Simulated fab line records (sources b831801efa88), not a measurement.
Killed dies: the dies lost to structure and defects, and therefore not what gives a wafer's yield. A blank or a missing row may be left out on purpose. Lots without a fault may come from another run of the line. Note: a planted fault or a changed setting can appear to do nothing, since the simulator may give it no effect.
The tool behind it: which one? | flow sky130 | 13 lots with 38 wafers sampled at 2 steps, on a route of 708 steps

WHAT THE GAUGES SHOWED, per wafer
The record holds no reading of a measuring or inspecting step that can be judged against a usual standard deviation.

WHICH TOOL RAN EACH LOT (tool, then ch and the chambers of the sampled wafers, then the start)
lot  | SKY_POLY_CUT_ETCH_11               | SKY_PAD_OPEN_PROBE_99
L239 | rie-diel-01 ch 0,2, day 25 02:48   | prober-02, day 46 12:47
L240 | rie-diel-03 ch 0,1,2, day 25 08:45 | prober-01, day 46 17:07
L241 | rie-diel-02 ch 0,2, day 25 17:16   | prober-02, day 46 22:59
L242 | rie-diel-02 ch 0,1,2, day 26 20:58 | prober-01, day 47 20:47
L250 | rie-diel-02 ch 0,2,3, day 28 17:49 | prober-01, day 49 01:22
L251 | rie-diel-02 ch 1,3, day 29 01:25   | -
L254 | rie-diel-03 ch 0,2, day 29 21:29   | prober-02, day 49 20:13
L255 | rie-diel-03 ch 0,2,3, day 30 07:33 | prober-01, day 50 02:44
L256 | rie-diel-03 ch 0,1, day 30 23:43   | prober-02, day 50 10:08
L257 | rie-diel-03 ch 0,2, day 31 03:24   | prober-01, day 50 12:14
L258 | rie-diel-03 ch 1,2,3, day 31 09:30 | prober-02, day 50 14:22
L260 | rie-diel-03 ch 1,2,3, day 31 23:54 | prober-02, day 51 03:47
L261 | rie-diel-03 ch 0,1,2, day 32 02:37 | prober-01, day 51 04:51
- SKY_POLY_CUT_ETCH_11: etches Si3N4 in CF4/CH2F2/Ar, stops on poly-Si, time 42.5 s, target depth 60 nm.
- SKY_PAD_OPEN_PROBE_99

WHAT THE TOOLS THEMSELVES READ (means of the sampled wafers that have a number; where no wafer has one, the mark that the record gives instead)
SKY_POLY_CUT_ETCH_11.
lot  | tool        | drypump-motor-current-A (A) | oes-product-au (a.u.) | throttle-valve-pct (%)
L239 | rie-diel-01 | 5.4                         | 0.822                 | 14.990
L240 | rie-diel-03 | 6.4                         | 0.828                 | 15.002
L241 | rie-diel-02 | 5.6                         | 0.827                 | 14.992
L242 | rie-diel-02 | 5.5                         | 0.830                 | 15.000
L250 | rie-diel-02 | 5.8                         | 0.814                 | 14.992
L251 | rie-diel-02 | 5.8                         | 0.823                 | 14.983
L254 | rie-diel-03 | 6.3                         | 0.825                 | 14.996
L255 | rie-diel-03 | 5.9                         | 0.821                 | 14.998
L256 | rie-diel-03 | 6.3                         | 0.816                 | 15.000
L257 | rie-diel-03 | 6.2                         | 0.834                 | 14.988
L258 | rie-diel-03 | 6.0                         | 0.827                 | 14.997
L260 | rie-diel-03 | 6.0                         | 0.827                 | 15.003
L261 | rie-diel-03 | 6.3                         | 0.830                 | 14.987

SKY_PAD_OPEN_PROBE_99.
lot  | tool      | killed_at_M0_to_M3 | killed_at_M4_up | killed-at-contacts | killed-at-front-end | killed-at-other | killed-dies | killed-on-rim | killed-open | killed-short
L239 | prober-02 | 50                 | 3.3             | 23                 | 11                  | 1.0             | 87          | 13            | 47          | 41
L240 | prober-01 | 43                 | 2.7             | 27                 | 12                  | 0.0             | 85          | 19            | 45          | 40
L241 | prober-02 | 43                 | 4.0             | 19                 | 14                  | 0.3             | 80          | 15            | 46          | 34
L242 | prober-01 | 46                 | 2.3             | 23                 | 16                  | 0.0             | 87          | 17            | 48          | 39
L250 | prober-01 | 42                 | 3.7             | 24                 | 223                 | 0.0             | 293         | 56            | 54          | 38
L254 | prober-02 | 47                 | 1.7             | 30                 | 19                  | 0.0             | 97          | 18            | 50          | 47
L255 | prober-01 | 47                 | 3.0             | 18                 | 15                  | 0.0             | 84          | 18            | 51          | 33
L256 | prober-02 | 46                 | 4.0             | 22                 | 16                  | 0.3             | 88          | 17            | 45          | 43
L257 | prober-01 | 38                 | 2.7             | 25                 | 25                  | 0.0             | 90          | 13            | 52          | 39
L258 | prober-02 | 44                 | 2.0             | 25                 | 15                  | 1.0             | 88          | 12            | 46          | 42
L260 | prober-02 | 42                 | 4.7             | 29                 | 15                  | 0.0             | 90          | 17            | 49          | 41
L261 | prober-01 | 40                 | 3.0             | 22                 | 16                  | 0.0             | 81          | 19            | 46          | 35

THE ANSWER, worked out from the rows above alone
Rule: the usual values come from the lots themselves. Put in order of their means at a reading, lots are off if they are a third of the lots or fewer, leave a main group of 4 or more, and stand apart from it by a gap of 3 or more times the standard deviation of the main group's means; of several such gaps the widest counts. A main group is skipped when, at the precision printed for the reading in the tables above, its means are all equal. A lot without any number at a reading at which 4 lots or more have one is off too. Where the step has rows for the other lots, those lots are counted as sound. The gauges are gone through in route order, then the tools' own readings, and for those a lot's mean is taken as printed above. At the first step where some lot is off, the reading lying furthest off is the one used; lots without a number count as furthest.
Off, at SKY_PAD_OPEN_PROBE_99 on killed-at-front-end: L250. For the main group the mean is 16 and the standard deviation 3.5. Neither off nor sound, because the step has no rows for them: L251.
If a tool, at that step or one of the process steps before it, ran each lot that is off and ran no sound lot following the first of them, it fits. One fits: rie-diel-02 at SKY_POLY_CUT_ETCH_11. Its last sound lot is L242 (day 26 20:58), its first lot that is off L250 (day 28 17:49): a fault that began between those two fits.

WHAT THE SIMULATOR HAD PUT IN
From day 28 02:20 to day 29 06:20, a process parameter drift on rie-diel-02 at SKY_POLY_CUT_ETCH_11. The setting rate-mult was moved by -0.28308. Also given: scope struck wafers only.
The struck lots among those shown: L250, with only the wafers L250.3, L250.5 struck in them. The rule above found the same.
